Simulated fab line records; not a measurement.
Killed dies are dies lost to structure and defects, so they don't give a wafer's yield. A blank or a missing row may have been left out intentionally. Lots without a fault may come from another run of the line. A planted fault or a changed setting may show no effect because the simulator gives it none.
Matching of chambers	flow gf180mcu	GF_V1_CVD_02 on pecvd-04: 3 sister chambers
The step deposits SiO2 from TEOS, target thk 850 nm, time 94.851 s. 14 wafers are shown with their chamber, then 7 later ones without.

## WAFERS WITH THEIR CHAMBER
wafer	chamber	heater power w (W)	susceptor temp C (C)
L989.2	2	684	400.23
L989.4	2	551	400.34
L989.5	0	664	399.96
L993.3	1	538	399.97
L993.5	2	677	400.46
L993.6	1	550	399.94
L994.2	2	679	399.96
L994.4	1	450	400.20
L994.5	2	558	399.84
L103.1	0	678	399.87
L103.2	1	458	400.10
L103.5	0	745	399.73
L107.1	2	679	399.65
L107.3	0	809	400.23

SIGNATURES (averages over the wafers above)
reading	chamber 0	chamber 1	chamber 2	scatter within a chamber
heater power w	724.00	499.00	638.00	62.2
susceptor temp C	399.9475	400.0525	400.0800	0.246
Rule: for a wafer and a chamber, the distance is found by dividing, reading by reading, the gap between the wafer's reading and the chamber's mean by the reading's scatter, squaring, summing and taking the root. The wafer belongs to the nearest chamber; if the next one is less than 2 further off, it can't be placed. The scatter: the root of (the sum of the squares of (reading less its chamber's mean) over the shown wafers, divided by (wafers less chambers)).

## WAFERS WHOSE CHAMBER IS MISSING
wafer	heater power w (W)	susceptor temp C (C)
L107.6	526	400.06
L109.2	839	399.65
L109.3	544	399.91
L109.4	675	400.11
L111.4	669	400.08
L111.5	683	400.28
L111.6	565	400.14

## CHAMBER TAKEN BY EACH
wafer	from the rows above	in truth
L107.6	can't be placed: 1 or 2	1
L109.2	can't be placed: 0 or 2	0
L109.3	can't be placed: 1 or 2 or 0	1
L109.4	can't be placed: 2 or 0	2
L111.4	can't be placed: 2 or 0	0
L111.5	can't be placed: 2 or 0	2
L111.6	can't be placed: 1 or 2 or 0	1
Placed correctly: 0 of 7. Not placeable from these rows: 7 (in 7, the candidates include the true chamber). Number placed wrongly: 0.
